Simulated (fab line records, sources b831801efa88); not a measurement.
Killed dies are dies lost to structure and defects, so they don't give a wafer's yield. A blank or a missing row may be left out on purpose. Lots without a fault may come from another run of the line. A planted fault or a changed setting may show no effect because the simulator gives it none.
A struck lot beside a sound one | flow sky130 | 36 steps out of a route of 708
Sound: wafers L979.2, L979.3, L979.6. Struck: wafers L985.1, L985.2, L985.4. The cause comes at the end.
At each step with rows: each side's tool, then ch and its chambers, then its first start. Under that, the readings that differ: sound wafers | struck wafers | difference of the means | sigmas: that difference in standard deviations of wafers without a fault.
alike: readings whose means differ by less than 2 such deviations, and words and numbers that are the same on both sides. not compared: withheld readings, readings that some wafer has no value for, bounds like >300 that may hide the same value, and numbers for which the record gives no deviation and whose values overlap.
The two part at a step that has a row with sigmas, a row that says differs or no value, or rows on one side only. Numbers that don't overlap but have no deviation are shown without sigmas and don't part them. A reading that every wafer of one side lacks parts them only if that side has two wafers or more.

first, 9 steps without rows for these wafers: SKY_CAP2M_SPUTTER_02 (material TiN, target thk 200 nm, time 166.7 s); SKY_CAP2M_DEHYDRATE_05 (time 60 s); SKY_CAP2M_HMDS_06 (prime time 60 s); SKY_CAP2M_COAT_07 (resist thk 1140 nm); SKY_CAP2M_SOFTBAKE_08 (time 60 s); SKY_CAP2M_EXPOSE_09 (exposes mask CAP2M, target cd 1000 nm); SKY_CAP2M_PEB_10; SKY_CAP2M_DEVELOP_11 (develop time 60 s); SKY_CAP2M_METAL_ETCH_13 (etches TiN in Cl2/BCl3, stops on SiO2, target depth 220 nm, time 62.9 s).
SKY_CAP2M_STRIP_14: strips in O2/N2.
  sound on plasma_asher-02 ch 0,1, day 42 00:26; struck on plasma_asher-01 ch 0,1, day 43 18:02
  reading                     | sound       | struck      | difference | sigmas
  drypump_motor_current_A (A) | 5.5 5.4 5.5 | 6.5 6.4 6.4 | +1.0       | +2
  alike: chamber_pressure_mTorr, oes_product_au, strip_time_to_endpoint_s
  not compared: rf_hours_counter_h
then, 25 steps without rows for these wafers: SKY_CAP2M_STRIP_15 (strips in post etch residue remover, time 1200 s); SKY_CAP2M_CLEAN_16 (cleans in IPA, time 180 s); SKY_CAP2M_CLEAN_17 (cleans in O3/DIW); SKY_METAL4_DEHYDRATE_05 (time 60 s); SKY_METAL4_HMDS_06 (prime time 60 s); SKY_METAL4_COAT_07 (resist thk 60 nm); SKY_METAL4_COAT_08 (resist thk 1140 nm); SKY_METAL4_SOFTBAKE_09 (time 90 s); SKY_METAL4_EXPOSE_10 (exposes mask MM4, target cd 300 nm); SKY_METAL4_PEB_11; SKY_METAL4_DEVELOP_12 (develop time 60 s); SKY_METAL4_DESCUM_15 (chemistry O2, time 8 s); SKY_METAL4_ETCH_16 (etches BARC in N2/H2, stops on SiO2, time 88.2 s, target depth 60 nm); SKY_METAL4_ETCH_17 (etches SiO2 in C4F8/O2/Ar, stops on TiN, time 3.9 s, target depth 15 nm); SKY_METAL4_METAL_ETCH_18 (etches the open film in Cl2/BCl3, stops on SiO2, target depth 845 nm, time 183.1 s); SKY_METAL4_STRIP_19 (strips in O2/N2); SKY_METAL4_STRIP_20 (strips in post etch residue remover, time 1200 s); SKY_METAL4_CLEAN_21 (cleans in IPA, time 180 s); SKY_METAL4_CLEAN_22 (cleans in O3/DIW); SKY_VIA4_HDPCVD_00 (deposits SiO2, target thk 1750 nm, time 291.7 s); SKY_VIA4_CMP_02 (polishes SiO2); SKY_VIA4_DEHYDRATE_04 (time 60 s); SKY_VIA4_HMDS_05 (prime time 60 s); SKY_VIA4_COAT_06 (resist thk 1140 nm); SKY_VIA4_SOFTBAKE_07 (time 60 s).
-- the record jumps here: 5 days lie between the struck wafers' starts before and after (it left off in module VIA4 and takes up again in module PAD_OPEN, whose first step shown is number 708 of the route) --
SKY_PAD_OPEN_PROBE_99:
  sound on prober-01, day 47 00:50; struck on prober-01, day 48 12:57
  reading                               | sound              | struck            | difference | sigmas
  defect_limited_yield (%)              | 82.3 83.7 83.7     | 78.9 73.6 76.4    | -6.9       | -4
  killed_at_other                       | 0 1 0              | 33 43 30          | +35        | +56
  killed_dies                           | 87 80 80           | 104 130 116       | +34        | +4
  sort_bin_3_pad_short (%)              | 1.4 1.0 0.4        | 3.0 3.3 2.2       | +1.9       | +4
  sort_bin_5_function (%)               | 9.3 10.2 9.8       | 11.8 15.0 13.8    | +3.8       | +3
  sort_n_pass                           | 405 412 412        | 388 362 376       | -34        | -4
  sort_yield_pct (%)                    | 82.3 83.7 83.7     | 78.9 73.6 76.4    | -6.9       | -4
  model.etest.tester.sort_n_pass        | 405 412 412        | 388 362 376       | -34        |
  model.etest.tester.sort_yield_pct (%) | 82.32 83.74 83.74  | 78.86 73.58 76.42 | -6.98      |
  model.etest.tester.sort_bin_5_pct (%) | 9.35 10.16 9.756   | 11.79 15.04 13.82 | +3.79      |
  model.etest.tester.sort_bin_3_pct (%) | 1.423 1.016 0.4065 | 3.049 3.252 2.236 | +1.897     |
  alike: killed_at_M0_to_M3, killed_at_M4_up, killed_at_contacts, killed_at_front_end, killed_open, killed_short, sort_bin_6_memory

WHERE THEY PART
First at SKY_CAP2M_STRIP_14; last, within this record, at SKY_PAD_OPEN_PROBE_99.

WHY: what the simulator had put in
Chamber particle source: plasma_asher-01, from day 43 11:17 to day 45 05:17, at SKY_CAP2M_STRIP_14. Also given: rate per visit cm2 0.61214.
